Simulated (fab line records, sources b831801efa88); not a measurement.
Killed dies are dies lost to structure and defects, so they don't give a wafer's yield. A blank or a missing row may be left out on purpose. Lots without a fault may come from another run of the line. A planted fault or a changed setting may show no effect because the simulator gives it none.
Which tool did it? | flow sky130 | 6 lots, 18 wafers sampled, at 3 steps of a route of 708

WHAT THE GAUGES READ, wafer by wafer
SKY_VIA3_THK_MEAS_01.
lot  | measured     | on            | VIA3_HDPCVD_THK (nm)
L390 | day 39 04:53 | film_metro-02 | 1626 1635 1650
L394 | day 40 20:10 | film_metro-04 | 1638 1657 1644
L398 | day 42 00:05 | film_metro-02 | 1614 1631 1648
L400 | day 42 13:59 | film_metro-04 | 1649 1650 1662
L401 | day 42 22:46 | film_metro-02 | 1654 1649 1638
L410 | day 44 18:50 | film_metro-04 | 1644 1637 1638

WHICH TOOL RAN EACH LOT (tool, then ch and the chambers of the sampled wafers, then the start)
lot  | SKY_VIA2_SPUTTER_20          | SKY_METAL3_METAL_ETCH_18
L390 | pvd_sputter-03, day 36 22:36 | rie_metal-02 ch 0, day 39 03:44
L394 | pvd_sputter-02, day 38 15:24 | rie_metal-02 ch 0,1, day 40 19:13
L398 | pvd_sputter-03, day 39 20:48 | rie_metal-04 ch 0,1, day 41 22:44
L400 | pvd_sputter-02, day 40 10:38 | rie_metal-01 ch 0,1, day 42 13:01
L401 | pvd_sputter-02, day 40 19:34 | rie_metal-04 ch 0,1, day 42 21:49
L410 | pvd_sputter-03, day 42 18:58 | rie_metal-02 ch 0,1, day 44 17:24
- SKY_VIA2_SPUTTER_20: material TiN, target thk 20 nm, time 80 s.
- SKY_METAL3_METAL_ETCH_18: etches the open film in Cl2/BCl3, stops on SiO2, target depth 845 nm, time 183.1 s.

THE ANSWER, worked out from the rows above alone
Rule: what is usual is taken from the lots themselves. Put in order of their means at a reading, lots are off if they are a third of the lots or fewer, leave a main group of 4 or more, and stand apart from it by a gap of 3 or more times the standard deviation of the main group's means; of several such gaps the widest counts. A main group whose means are all the same, to the digits that the tables above print for the reading, isn't used. A lot without any number at a reading at which 4 lots or more have one is off too. The other lots that the step has rows for count as sound.
No lot is off at any reading shown: from this, nothing can be told.

WHAT THE SIMULATOR HAD PUT IN
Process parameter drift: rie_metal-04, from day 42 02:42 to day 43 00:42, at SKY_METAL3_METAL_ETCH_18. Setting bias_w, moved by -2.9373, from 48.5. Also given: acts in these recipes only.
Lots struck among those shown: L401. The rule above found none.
